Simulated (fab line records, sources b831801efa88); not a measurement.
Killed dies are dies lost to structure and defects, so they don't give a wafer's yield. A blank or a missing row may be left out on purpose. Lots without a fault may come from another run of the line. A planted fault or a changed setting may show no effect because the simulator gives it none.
One fault seen from 2 desks | flow gf180mcu | each desk has only its own numbers; what lay behind them comes last

THE METROLOGY DESK
What the gauges read, lot by lot, whatever tool the lot ran on: means of the sampled wafers that have a number. A lot is out of limits, marked OUT, if its mean lies more than 4 standard deviations from the usual mean; the brackets give that distance.
Columns: A = V1_OVL at GF_V1_OVL_MEAS_15, usual -2 nm
lot  | first seen here | A
L630 | day 18 04:13    | -7
L631 | day 18 12:46    | -6
L632 | day 18 22:29    | -4
L634 | day 19 19:50    | -3
L635 | day 20 05:23    | -4
L643 | day 23 05:11    | -1
L644 | day 23 15:11    | 2
L646 | day 24 02:20    | -7
L647 | day 24 08:11    | -7
L649 | day 25 01:11    | -6
L651 | day 25 14:35    | -4
L652 | day 25 19:20    | -4
L653 | day 26 04:02    | -2
This desk's finding: nothing out of limits on any of the 13 lots.

THE TOOL OWNER'S DESK: rie_diel-02
The tool's own readings at GF_HV_LDD_ETCHBACK_58 (etches Si3N4 in CH3F/O2, stops on SiO2, time 100 s, target depth 90 nm): means of the sampled wafers that have a number, for each lot that ran on this tool. A lot is out of limits, marked OUT, if its mean lies more than 4 standard deviations from the usual mean; the brackets give that distance.
Columns: A = drypump_motor_current_A at GF_HV_LDD_ETCHBACK_58, usual 5.6 A; B = oes_product_au at GF_HV_LDD_ETCHBACK_58, usual 0.841 a.u.; C = run_length_s at GF_HV_LDD_ETCHBACK_58, usual 128.4 s; D = throttle_valve_pct at GF_HV_LDD_ETCHBACK_58, usual 10.562 %
lot  | first seen here | A   | B                | C               | D
L631 | day 12 19:35    | 5.8 | 0.843            | 127.9           | 10.561
L632 | day 13 04:47    | 5.8 | 0.850            | 127.9           | 10.560
L643 | day 17 03:13    | 5.6 | 0.901 (+9.3) OUT | 122.3 (-13) OUT | 10.571
L644 | day 17 11:49    | 5.2 | 0.955 (+17) OUT  | 116.0 (-26) OUT | 10.580
L651 | day 19 16:22    | 6.1 | 0.840            | 128.2           | 10.568
This desk's finding: out of limits on L643, L644; first on L643, day 17 03:13 (oes_product_au at GF_HV_LDD_ETCHBACK_58). In limits: L631, L632, L651.

PUT TOGETHER
The tool owner's desk could have raised an alarm at day 17 03:13, on L643, L644.
The metrology desk saw nothing out of limits.
The metrology desk has L643, L644 on record, within its limits.
Of the lots named, all ran GF_HV_LDD_ETCHBACK_58 on rie_diel-02.

WHAT THE SIMULATOR HAD PUT IN
Process parameter drift: rie_diel-02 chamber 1, from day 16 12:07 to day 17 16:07, at GF_HV_LDD_ETCHBACK_58. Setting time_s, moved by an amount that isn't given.
Lots struck among those shown: L643, L644.
Hours from the fault's start to each desk's first reading out of limits: the tool owner's desk, 15.
